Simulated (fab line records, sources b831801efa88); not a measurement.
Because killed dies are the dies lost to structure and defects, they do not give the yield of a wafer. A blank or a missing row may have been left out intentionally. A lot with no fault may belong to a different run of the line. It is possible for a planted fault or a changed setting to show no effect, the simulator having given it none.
Which tool is to blame? / flow gf180mcu / 13 lots, 39 wafers sampled, at 2 steps of a route of 602

== WHAT THE GAUGES READ, wafer by wafer ==
GF_V4_THK_MEAS_25: measures by xrf.
lot=L319; measured=day 24 12:33; on=filmMetro-04; V4_W_THK (nm)=352 356 348
lot=L320; measured=day 25 13:11; on=filmMetro-04; V4_W_THK (nm)=346 348 344
lot=L321; measured=day 25 13:33; on=filmMetro-01; V4_W_THK (nm)=359 356 353
lot=L322; measured=day 25 17:49; on=filmMetro-02; V4_W_THK (nm)=345 355 354
lot=L324; measured=day 26 09:22; on=filmMetro-04; V4_W_THK (nm)=348 349 352
lot=L328; measured=day 27 20:07; on=filmMetro-04; V4_W_THK (nm)=346 351 342
lot=L329; measured=day 28 05:45; on=filmMetro-04; V4_W_THK (nm)=351 356 354
lot=L334; measured=day 29 19:52; on=filmMetro-04; V4_W_THK (nm)=347 347 346
lot=L336; measured=day 30 05:35; on=filmMetro-04; V4_W_THK (nm)=351 354 351
lot=L337; measured=day 30 08:59; on=filmMetro-04; V4_W_THK (nm)=356 355 358
lot=L338; measured=day 30 17:36; on=filmMetro-04; V4_W_THK (nm)=345 351 342
lot=L340; measured=day 31 03:17; on=filmMetro-01; V4_W_THK (nm)=354 350 356
lot=L341; measured=day 31 10:40; on=filmMetro-04; V4_W_THK (nm)=346 350 347

== WHICH TOOL RAN EACH LOT (tool, then ch and the chambers of the sampled wafers, then the start) ==
lot=L319; GF_M1_SPUTTER_02=pvdSputter-02, day 16 07:19
lot=L320; GF_M1_SPUTTER_02=pvdSputter-04, day 17 01:28
lot=L321; GF_M1_SPUTTER_02=pvdSputter-04, day 17 08:35
lot=L322; GF_M1_SPUTTER_02=pvdSputter-04, day 17 13:20
lot=L324; GF_M1_SPUTTER_02=pvdSputter-02, day 18 04:55
lot=L328; GF_M1_SPUTTER_02=pvdSputter-02, day 20 00:17
lot=L329; GF_M1_SPUTTER_02=pvdSputter-04, day 20 10:22
lot=L334; GF_M1_SPUTTER_02=pvdSputter-02, day 22 07:28
lot=L336; GF_M1_SPUTTER_02=pvdSputter-03, day 22 20:56
lot=L337; GF_M1_SPUTTER_02=pvdSputter-03, day 23 00:51
lot=L338; GF_M1_SPUTTER_02=pvdSputter-04, day 23 10:39
lot=L340; GF_M1_SPUTTER_02=pvdSputter-04, day 23 21:38
lot=L341; GF_M1_SPUTTER_02=pvdSputter-04, day 24 09:05
- GF_M1_SPUTTER_02: material AlCu, target thk 450 nm, time 23.9 s.

== AS READ BY THE TOOLS THEMSELVES (means over the sampled wafers that have a number; for cases with no such wafer, the mark the record gives instead) ==
GF_M1_SPUTTER_02.
lot=L319; tool=pvdSputter-02; cathodeDcPowerW (W)=10601; throttleValvePct (%)=30.0
lot=L320; tool=pvdSputter-04; cathodeDcPowerW (W)=10600; throttleValvePct (%)=29.9
lot=L321; tool=pvdSputter-04; cathodeDcPowerW (W)=10600; throttleValvePct (%)=29.7
lot=L322; tool=pvdSputter-04; cathodeDcPowerW (W)=10598; throttleValvePct (%)=29.8
lot=L324; tool=pvdSputter-02; cathodeDcPowerW (W)=10600; throttleValvePct (%)=31.1
lot=L328; tool=pvdSputter-02; cathodeDcPowerW (W)=10602; throttleValvePct (%)=30.5
lot=L329; tool=pvdSputter-04; cathodeDcPowerW (W)=10599; throttleValvePct (%)=30.1
lot=L334; tool=pvdSputter-02; cathodeDcPowerW (W)=10599; throttleValvePct (%)=31.0
lot=L336; tool=pvdSputter-03; cathodeDcPowerW (W)=10600; throttleValvePct (%)=30.5
lot=L337; tool=pvdSputter-03; cathodeDcPowerW (W)=10600; throttleValvePct (%)=30.8
lot=L338; tool=pvdSputter-04; cathodeDcPowerW (W)=10600; throttleValvePct (%)=29.8
lot=L340; tool=pvdSputter-04; cathodeDcPowerW (W)=10603; throttleValvePct (%)=29.7
lot=L341; tool=pvdSputter-04; cathodeDcPowerW (W)=10602; throttleValvePct (%)=29.3

== THE ANSWER, worked out from the rows above alone ==
Rule: usual is defined by the lots themselves. Put in order of their means at a reading, lots are off if they are a third of the lots or fewer, leave a main group of 4 or more, and stand apart from it by a gap of 3 or more times the standard deviation of the main group's means; of several such gaps the widest counts. Not used: any main group whose means are identical at the precision the tables above print for the reading. Also off: a lot with no number at a reading for which 4 or more lots have one. The other lots that the step has rows for count as sound. The gauges are gone through in route order, then the tools' own readings, and for those a lot's mean is taken as printed above. The first step at which some lot is off is used, and at that step the reading that is off furthest; a lot without a number counts as furthest.
Across all readings shown, no lot is off: no conclusion can be drawn from this.

== WHAT THE SIMULATOR HAD INSERTED ==
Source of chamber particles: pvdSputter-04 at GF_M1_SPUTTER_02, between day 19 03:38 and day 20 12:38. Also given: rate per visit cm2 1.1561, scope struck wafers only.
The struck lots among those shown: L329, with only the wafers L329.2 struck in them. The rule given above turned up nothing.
